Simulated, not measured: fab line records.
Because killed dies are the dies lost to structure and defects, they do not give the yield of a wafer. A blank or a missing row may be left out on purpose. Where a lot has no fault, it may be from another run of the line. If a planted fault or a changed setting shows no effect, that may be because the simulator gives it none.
The tool behind it: which one? / flow gf180mcu / 39 wafers from 13 lots sampled at 4 of the route's 602 steps

WHAT EACH GAUGE READ, for each wafer
GF_V4_THK_MEAS_01.
lot=L962; measured=day 23 03:52; on=film-metro-04; V4_CVD_00_THK (nm)=597 601 593
lot=L964; measured=day 23 17:23; on=film-metro-01; V4_CVD_00_THK (nm)=606 597 600
lot=L965; measured=day 24 10:53; on=film-metro-03; V4_CVD_00_THK (nm)=606 601 606
lot=L966; measured=day 24 15:29; on=film-metro-01; V4_CVD_00_THK (nm)=601 616 603
lot=L967; measured=day 25 05:14; on=film-metro-03; V4_CVD_00_THK (nm)=594 597 598
lot=L968; measured=day 25 16:58; on=film-metro-01; V4_CVD_00_THK (nm)=606 607 610
lot=L969; measured=day 26 03:01; on=film-metro-04; V4_CVD_00_THK (nm)=603 601 604
lot=L972; measured=day 27 10:19; on=film-metro-04; V4_CVD_00_THK (nm)=601 597 597
lot=L976; measured=day 28 15:34; on=film-metro-04; V4_CVD_00_THK (nm)=600 609 611
lot=L980; measured=day 29 04:43; on=film-metro-04; V4_CVD_00_THK (nm)=601 597 600
lot=L981; measured=day 29 22:22; on=film-metro-04; V4_CVD_00_THK (nm)=612 606 603
lot=L983; measured=day 29 23:05; on=film-metro-03; V4_CVD_00_THK (nm)=610 602 610
lot=L984; measured=day 30 04:26; on=film-metro-04; V4_CVD_00_THK (nm)=603 606 611

GF_V4_THK_MEAS_03.
lot=L962; measured=day 23 03:59; on=film-metro-03; V4_CVD_02_THK (nm)=860 834 852
lot=L964; measured=day 23 17:31; on=film-metro-01; V4_CVD_02_THK (nm)=853 856 871
lot=L965; measured=day 24 11:01; on=film-metro-03; V4_CVD_02_THK (nm)=848 853 853
lot=L966; measured=day 24 15:37; on=film-metro-04; V4_CVD_02_THK (nm)=836 851 854
lot=L967; measured=day 25 05:22; on=film-metro-01; V4_CVD_02_THK (nm)=837 839 850
lot=L968; measured=day 25 17:05; on=film-metro-03; V4_CVD_02_THK (nm)=842 848 852
lot=L969; measured=day 26 03:08; on=film-metro-03; V4_CVD_02_THK (nm)=841 859 858
lot=L972; measured=day 27 10:27; on=film-metro-01; V4_CVD_02_THK (nm)=854 859 867
lot=L976; measured=day 28 15:42; on=film-metro-01; V4_CVD_02_THK (nm)=841 842 855
lot=L980; measured=day 29 04:51; on=film-metro-03; V4_CVD_02_THK (nm)=859 852 864
lot=L981; measured=day 29 22:29; on=film-metro-03; V4_CVD_02_THK (nm)=851 841 847
lot=L983; measured=day 29 23:13; on=film-metro-03; V4_CVD_02_THK (nm)=855 854 851
lot=L984; measured=day 30 04:34; on=film-metro-03; V4_CVD_02_THK (nm)=835 849 852

EACH LOT AND THE TOOL THAT RAN IT (in order: tool; ch and the chambers of the sampled wafers; start)
lot=L962; GF_POLY_GATE_ETCH_12=rie-diel-04 ch 0,2,3, day 9 05:17; GF_V2_STRIP_18=plasma-asher-02 ch 0,1, day 19 23:36
lot=L964; GF_POLY_GATE_ETCH_12=rie-diel-02 ch 2,3, day 9 16:56; GF_V2_STRIP_18=plasma-asher-02 ch 0,1, day 20 14:04
lot=L965; GF_POLY_GATE_ETCH_12=rie-diel-02 ch 0,2,3, day 10 00:53; GF_V2_STRIP_18=plasma-asher-02 ch 0,1, day 21 07:33
lot=L966; GF_POLY_GATE_ETCH_12=rie-diel-04 ch 2,3, day 10 07:23; GF_V2_STRIP_18=plasma-asher-03 ch 0,1, day 21 14:00
lot=L967; GF_POLY_GATE_ETCH_12=rie-diel-03 ch 1,2,3, day 10 14:53; GF_V2_STRIP_18=plasma-asher-03 ch 0,1, day 22 04:11
lot=L968; GF_POLY_GATE_ETCH_12=rie-diel-04 ch 0,1,2, day 11 00:11; GF_V2_STRIP_18=plasma-asher-02 ch 0,1, day 22 16:16
lot=L969; GF_POLY_GATE_ETCH_12=rie-diel-02 ch 1,3, day 11 09:53; GF_V2_STRIP_18=plasma-asher-03 ch 0,1, day 23 03:12
lot=L972; GF_POLY_GATE_ETCH_12=rie-diel-02 ch 0,2,3, day 12 15:41; GF_V2_STRIP_18=plasma-asher-02 ch 0,1, day 24 14:15
lot=L976; GF_POLY_GATE_ETCH_12=rie-diel-02 ch 0,1,3, day 13 13:56; GF_V2_STRIP_18=plasma-asher-03 ch 0,1, day 25 19:21
lot=L980; GF_POLY_GATE_ETCH_12=rie-diel-04 ch 0,3, day 14 11:53; GF_V2_STRIP_18=plasma-asher-04 ch 0,1, day 26 11:56
lot=L981; GF_POLY_GATE_ETCH_12=rie-diel-04 ch 0,1,3, day 15 02:29; GF_V2_STRIP_18=plasma-asher-04 ch 0,1, day 27 05:57
lot=L983; GF_POLY_GATE_ETCH_12=rie-diel-02 ch 0,3, day 15 08:35; GF_V2_STRIP_18=plasma-asher-03 ch 0,1, day 27 06:56
lot=L984; GF_POLY_GATE_ETCH_12=rie-diel-02 ch 0,1,3, day 15 15:53; GF_V2_STRIP_18=plasma-asher-04 ch 0,1, day 27 14:23
- GF_POLY_GATE_ETCH_12: etches BARC in N2/H2.
- GF_V2_STRIP_18: strips in O2/N2.

AS READ BY THE TOOLS THEMSELVES (means over the sampled wafers that have a number; for cases with no such wafer, the mark the record gives instead)
GF_POLY_GATE_ETCH_12.
lot=L962; tool=rie-diel-04; chamber-pressure-mTorr (mTorr)=30.018; drypump-motor-current-A (A)=5.8; oes-product-au (a.u.)=0.737; rf-fwd-power-W (W)=497.9; throttle-valve-pct (%)=13.214
lot=L964; tool=rie-diel-02; chamber-pressure-mTorr (mTorr)=30.004; drypump-motor-current-A (A)=6.2; oes-product-au (a.u.)=0.733; rf-fwd-power-W (W)=496.3; throttle-valve-pct (%)=13.212
lot=L965; tool=rie-diel-02; chamber-pressure-mTorr (mTorr)=29.986; drypump-motor-current-A (A)=6.2; oes-product-au (a.u.)=0.734; rf-fwd-power-W (W)=495.7; throttle-valve-pct (%)=13.218
lot=L966; tool=rie-diel-04; chamber-pressure-mTorr (mTorr)=30.006; drypump-motor-current-A (A)=5.9; oes-product-au (a.u.)=0.731; rf-fwd-power-W (W)=494.8; throttle-valve-pct (%)=13.209
lot=L967; tool=rie-diel-03; chamber-pressure-mTorr (mTorr)=30.007; drypump-motor-current-A (A)=5.8; oes-product-au (a.u.)=0.736; rf-fwd-power-W (W)=495.5; throttle-valve-pct (%)=13.214
lot=L968; tool=rie-diel-04; chamber-pressure-mTorr (mTorr)=30.012; drypump-motor-current-A (A)=6.1; oes-product-au (a.u.)=0.737; rf-fwd-power-W (W)=499.0; throttle-valve-pct (%)=13.210
lot=L969; tool=rie-diel-02; chamber-pressure-mTorr (mTorr)=29.988; drypump-motor-current-A (A)=6.3; oes-product-au (a.u.)=0.736; rf-fwd-power-W (W)=495.1; throttle-valve-pct (%)=13.214
lot=L972; tool=rie-diel-02; chamber-pressure-mTorr (mTorr)=29.995; drypump-motor-current-A (A)=6.2; oes-product-au (a.u.)=0.736; rf-fwd-power-W (W)=498.3; throttle-valve-pct (%)=13.220
lot=L976; tool=rie-diel-02; chamber-pressure-mTorr (mTorr)=30.032; drypump-motor-current-A (A)=6.4; oes-product-au (a.u.)=0.733; rf-fwd-power-W (W)=495.2; throttle-valve-pct (%)=13.207
lot=L980; tool=rie-diel-04; chamber-pressure-mTorr (mTorr)=30.011; drypump-motor-current-A (A)=5.2; oes-product-au (a.u.)=0.734; rf-fwd-power-W (W)=471.5; throttle-valve-pct (%)=13.221
lot=L981; tool=rie-diel-04; chamber-pressure-mTorr (mTorr)=29.969; drypump-motor-current-A (A)=5.5; oes-product-au (a.u.)=0.733; rf-fwd-power-W (W)=472.6; throttle-valve-pct (%)=13.210
lot=L983; tool=rie-diel-02; chamber-pressure-mTorr (mTorr)=30.010; drypump-motor-current-A (A)=6.5; oes-product-au (a.u.)=0.735; rf-fwd-power-W (W)=497.4; throttle-valve-pct (%)=13.208
lot=L984; tool=rie-diel-02; chamber-pressure-mTorr (mTorr)=29.998; drypump-motor-current-A (A)=6.4; oes-product-au (a.u.)=0.736; rf-fwd-power-W (W)=495.7; throttle-valve-pct (%)=13.211

GF_V2_STRIP_18.
lot=L962; tool=plasma-asher-02; chamber-pressure-mTorr (mTorr)=1501.2; drypump-motor-current-A (A)=5.39; heater-power-w (W)=327; oes-product-au (a.u.)=0.591
lot=L964; tool=plasma-asher-02; chamber-pressure-mTorr (mTorr)=1500.5; drypump-motor-current-A (A)=5.44; heater-power-w (W)=327; oes-product-au (a.u.)=0.587
lot=L965; tool=plasma-asher-02; chamber-pressure-mTorr (mTorr)=1499.2; drypump-motor-current-A (A)=5.43; heater-power-w (W)=329; oes-product-au (a.u.)=0.596
lot=L966; tool=plasma-asher-03; chamber-pressure-mTorr (mTorr)=1500.1; drypump-motor-current-A (A)=5.46; heater-power-w (W)=330; oes-product-au (a.u.)=0.595
lot=L967; tool=plasma-asher-03; chamber-pressure-mTorr (mTorr)=1500.7; drypump-motor-current-A (A)=5.46; heater-power-w (W)=324; oes-product-au (a.u.)=0.592
lot=L968; tool=plasma-asher-02; chamber-pressure-mTorr (mTorr)=1499.9; drypump-motor-current-A (A)=5.45; heater-power-w (W)=328; oes-product-au (a.u.)=0.591
lot=L969; tool=plasma-asher-03; chamber-pressure-mTorr (mTorr)=1500.4; drypump-motor-current-A (A)=5.46; heater-power-w (W)=324; oes-product-au (a.u.)=0.598
lot=L972; tool=plasma-asher-02; chamber-pressure-mTorr (mTorr)=1500.6; drypump-motor-current-A (A)=5.45; heater-power-w (W)=325; oes-product-au (a.u.)=0.597
lot=L976; tool=plasma-asher-03; chamber-pressure-mTorr (mTorr)=1500.6; drypump-motor-current-A (A)=5.47; heater-power-w (W)=325; oes-product-au (a.u.)=0.595
lot=L980; tool=plasma-asher-04; chamber-pressure-mTorr (mTorr)=1499.1; drypump-motor-current-A (A)=5.50; heater-power-w (W)=295; oes-product-au (a.u.)=0.597
lot=L981; tool=plasma-asher-04; chamber-pressure-mTorr (mTorr)=1501.1; drypump-motor-current-A (A)=5.56; heater-power-w (W)=286; oes-product-au (a.u.)=0.595
lot=L983; tool=plasma-asher-03; chamber-pressure-mTorr (mTorr)=1499.4; drypump-motor-current-A (A)=5.34; heater-power-w (W)=336; oes-product-au (a.u.)=0.591
lot=L984; tool=plasma-asher-04; chamber-pressure-mTorr (mTorr)=1499.3; drypump-motor-current-A (A)=5.55; heater-power-w (W)=286; oes-product-au (a.u.)=0.594

THE ANSWER, worked out from the rows above alone
Rule: the lots themselves supply what counts as usual. Put in order of their means at a reading, lots are off if they are a third of the lots or fewer, leave a main group of 4 or more, and stand apart from it by a gap of 3 or more times the standard deviation of the main group's means; of several such gaps the widest counts. If all means in a main group match to the digits the tables above print for the reading, that group is not used. A lot without any number at a reading at which 4 lots or more have one is off too. Any other lot the step has rows for is counted as sound. The gauges are gone through in route order, then the tools' own readings, and for those a lot's mean is taken as printed above. The first step at which some lot is off is used, and at that step the reading that is off furthest; a lot without a number counts as furthest.
Off at GF_POLY_GATE_ETCH_12 (rf-fwd-power-W): L980, L981. Main group: mean 496.4 W, sd 1.4.
If a tool, at that step or one of the process steps before it, ran each lot that is off and ran no sound lot following the first of them, it fits. One fits: GF_POLY_GATE_ETCH_12 on rie-diel-04. Its last sound lot is L968 (day 11 00:11), its first lot that is off L980 (day 14 11:53): a fault that began between those two fits.
The tool's own readings at GF_POLY_GATE_ETCH_12 bear it out: on the lots that are off they differ by more than 5 times the standard deviation of the sound lots' means. rf-fwd-power-W reads 472.1 W there against 496.4 W on the sound lots.

WHAT THE SIMULATOR HAD PUT IN
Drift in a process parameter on rie-diel-04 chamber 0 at GF_POLY_GATE_ETCH_12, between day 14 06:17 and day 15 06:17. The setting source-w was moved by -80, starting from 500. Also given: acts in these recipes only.
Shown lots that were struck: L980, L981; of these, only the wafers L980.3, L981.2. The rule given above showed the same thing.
